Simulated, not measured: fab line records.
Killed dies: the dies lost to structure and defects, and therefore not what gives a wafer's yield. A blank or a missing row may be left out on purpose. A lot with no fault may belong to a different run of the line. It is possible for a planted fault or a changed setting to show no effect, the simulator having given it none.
2 desks, one fault | flow gf180mcu | only its own numbers are on each desk; what lay behind them is given at the end

== FROM THE METROLOGY DESK ==
Means of the sampled wafers that have a number, per lot and without regard to the tool the lot ran on: this is what the gauges read. Any lot whose mean is over 4 standard deviations away from the usual mean is out of limits and marked OUT; that distance is given in the brackets.
Columns: A = MVPSD_OVL at GF_MVPSD_OVL_MEAS_07, usual 0.0 nm; B = VT_IMPLANT_2_TW at GF_VT_IMPLANT_TW_MEAS_21, usual 1221
lot  | first seen here | A    | B
L171 | day 5 01:35     | 0.0  | 1205
L174 | day 5 20:52     | 0.9  | 1208
L178 | day 6 12:32     | -0.5 | 1238
L180 | day 7 02:43     | 1.3  | 1217
L181 | day 7 09:38     | -1.0 | 1214
L182 | day 7 14:32     | -1.1 | 1217
L183 | day 8 00:22     | -0.9 | 1236
L186 | day 9 00:10     | -0.5 | 1212
L187 | day 9 04:35     | -1.2 | 1238
L188 | day 9 08:22     | -1.0 | 1234
L189 | day 9 16:55     | -0.1 | 1209
L193 | day 10 10:17    | 0.4  | 1224
L194 | day 10 18:44    | -0.2 | 1211
This desk's finding: nothing out of limits on any of the 13 lots.

== THE TOOL OWNER'S DESK: litho track-02 ==
The tool's own readings at GF_VT_IMPLANT_SOFTBAKE_03 (time 60 s): means of the sampled wafers that have a number, for each lot that ran on this tool. Any lot whose mean is over 4 standard deviations away from the usual mean is out of limits and marked OUT; that distance is given in the brackets.
Columns: A = heater power total W at GF_VT_IMPLANT_SOFTBAKE_03, usual 56.60 W; B = plate temp C at GF_VT_IMPLANT_SOFTBAKE_03, usual 89.99 C
lot  | first seen here | A               | B
L178 | day 6 20:37     | 56.61           | 90.02
L180 | day 7 11:23     | 59.47 (+59) OUT | 93.20 (+27) OUT
L182 | day 7 22:26     | 59.50 (+59) OUT | 93.30 (+28) OUT
This desk finds L180, L182 out of limits, L180 being first, at day 7 11:23 (heater power total W at GF_VT_IMPLANT_SOFTBAKE_03). Within limits: L178.

== PUT TOGETHER ==
On L180, L182, at day 7 11:23, an alarm was possible from the tool owner's desk.
At the metrology desk, nothing out of limits was observed.
The metrology desk has L180, L182 on record, within its limits.
The lots listed all ran GF_VT_IMPLANT_SOFTBAKE_03 on litho track-02.

== WHAT THE SIMULATOR HAD PUT IN ==
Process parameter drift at GF_VT_IMPLANT_SOFTBAKE_03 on litho track-02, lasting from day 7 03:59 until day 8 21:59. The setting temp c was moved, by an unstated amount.
Lots struck among those shown: L180, L182.
Each desk's first reading out of limits, in hours after the fault started: the tool owner's desk, 7.
